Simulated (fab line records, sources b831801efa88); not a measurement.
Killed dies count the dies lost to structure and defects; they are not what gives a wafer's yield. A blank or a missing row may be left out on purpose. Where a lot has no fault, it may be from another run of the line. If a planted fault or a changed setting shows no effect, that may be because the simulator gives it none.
Which tool was responsible? + flow sfq-line + 30 wafers from 10 lots sampled at 3 of the route's 325 steps

== WHAT THE GAUGES READ, wafer by wafer ==
SFQ_I6_BOW_MEAS_941. Usual: for I6_BOW the level is 6 um and the standard deviation is 11.
| lot  | measured     | on            | I6_BOW (um) | flag |
|------|--------------|---------------|-------------|------|
| L143 | day 74 14:01 | film-metro-02 | 2 -1 6      |      |
| L144 | day 74 20:01 | film-metro-04 | -6 4 -8     |      |
| L145 | day 79 02:11 | film-metro-01 | -2 14 17    |      |
| L146 | day 79 05:11 | film-metro-02 | 17 7 -3     |      |
| L147 | day 79 05:15 | film-metro-04 | -1 -9 5     |      |
| L148 | day 79 08:37 | film-metro-01 | -1 6 -19    |      |
| L151 | day 79 15:17 | film-metro-02 | 1 3 13      |      |
| L152 | day 79 16:59 | film-metro-01 | 6 7 -6      |      |
| L153 | day 79 19:23 | film-metro-04 | -10 -12 -14 |      |
| L154 | day 79 22:23 | film-metro-04 | 1 -3 14     |      |

== EACH LOT AND THE TOOL THAT RAN IT (in order: tool; ch and the chambers of the sampled wafers; start) ==
| lot  | SFQ_TRILAYER_M5_STRIP_STRIP_127   | SFQ_TRILAYER_C5_STRIP_STRIP_155   |
|------|-----------------------------------|-----------------------------------|
| L143 | rie-metal-03 ch 0,1, day 65 04:09 | rie-metal-02 ch 0,1, day 74 00:28 |
| L144 | rie-metal-03 ch 0,1, day 65 16:01 | rie-metal-01 ch 1, day 74 02:07   |
| L145 | rie-metal-01 ch 0,1, day 70 01:41 | rie-metal-02 ch 0,1, day 74 19:46 |
| L146 | rie-metal-03 ch 0,1, day 70 02:53 | rie-metal-04 ch 0,1, day 74 20:53 |
| L147 | rie-metal-01 ch 0,1, day 70 05:17 | rie-metal-04 ch 0, day 74 23:22   |
| L148 | rie-metal-03 ch 0,1, day 70 07:41 | rie-metal-02 ch 0,1, day 75 03:38 |
| L151 | rie-metal-02 ch 0,1, day 70 14:53 | rie-metal-02 ch 0, day 75 11:02   |
| L152 | rie-metal-01 ch 0,1, day 70 16:05 | rie-metal-04 ch 0,1, day 75 13:17 |
| L153 | rie-metal-03 ch 0,1, day 70 17:17 | rie-metal-01 ch 0,1, day 75 15:38 |
| L154 | rie-metal-02 ch 0,1, day 70 18:29 | rie-metal-04 ch 0,1, day 75 18:02 |
- SFQ_TRILAYER_M5_STRIP_STRIP_127: strips in O2.
- SFQ_TRILAYER_C5_STRIP_STRIP_155: strips in O2.

== AS READ BY THE TOOLS THEMSELVES (means over the sampled wafers that have a number; for cases with no such wafer, the mark the record gives instead) ==
SFQ_TRILAYER_M5_STRIP_STRIP_127. Usual: drypump-motor-current-A 5.63 A, standard deviation 0.23; oes-product-au 1.000 a.u., standard deviation 0.0066.
| lot  | tool         | drypump-motor-current-A (A) | oes-product-au (a.u.) | flag |
|------|--------------|-----------------------------|-----------------------|------|
| L143 | rie-metal-03 | 5.41                        | 1.001                 |      |
| L144 | rie-metal-03 | 5.41                        | 1.007                 |      |
| L145 | rie-metal-01 | 5.75                        | 1.008                 |      |
| L146 | rie-metal-03 | 5.41                        | 0.994                 |      |
| L147 | rie-metal-01 | 5.77                        | 1.000                 |      |
| L148 | rie-metal-03 | 5.42                        | 1.002                 |      |
| L151 | rie-metal-02 | 5.92                        | 0.993                 |      |
| L152 | rie-metal-01 | 5.76                        | 0.997                 |      |
| L153 | rie-metal-03 | 5.43                        | 1.003                 |      |
| L154 | rie-metal-02 | 5.84                        | 1.003                 |      |

SFQ_TRILAYER_C5_STRIP_STRIP_155. Usual: drypump-motor-current-A 5.6 A, standard deviation 0.3; oes-product-au 1.000 a.u., standard deviation 0.0078.
| lot  | tool         | drypump-motor-current-A (A) | oes-product-au (a.u.) | flag |
|------|--------------|-----------------------------|-----------------------|------|
| L143 | rie-metal-02 | 5.9                         | 1.000                 |      |
| L144 | rie-metal-01 | 5.7                         | 0.995                 |      |
| L145 | rie-metal-02 | 5.8                         | 0.994                 |      |
| L146 | rie-metal-04 | 5.2                         | 1.000                 |      |
| L147 | rie-metal-04 | 5.2                         | 0.997                 |      |
| L148 | rie-metal-02 | 5.8                         | 0.998                 |      |
| L151 | rie-metal-02 | 6.0                         | 1.002                 |      |
| L152 | rie-metal-04 | 5.3                         | 1.006                 |      |
| L153 | rie-metal-01 | 5.8                         | 1.014                 |      |
| L154 | rie-metal-04 | 5.3                         | 0.998                 |      |

== THE ANSWER, worked out from the rows above alone ==
Rule: a lot counts as off when the mean over its wafers that have a number is more than 3 standard deviations away from the usual mean. A lot without any number at a reading at which 4 lots or more have one is off too. Any other lot the step has rows for is counted as sound. First the gauges in route order, then the tools' own readings, where a lot's mean is used as printed above. At the first step where some lot is off, the reading lying furthest off is the one used; lots without a number count as furthest.
No lot is off at any reading shown: from this, nothing can be told.

== WHAT THE SIMULATOR PUT IN ==
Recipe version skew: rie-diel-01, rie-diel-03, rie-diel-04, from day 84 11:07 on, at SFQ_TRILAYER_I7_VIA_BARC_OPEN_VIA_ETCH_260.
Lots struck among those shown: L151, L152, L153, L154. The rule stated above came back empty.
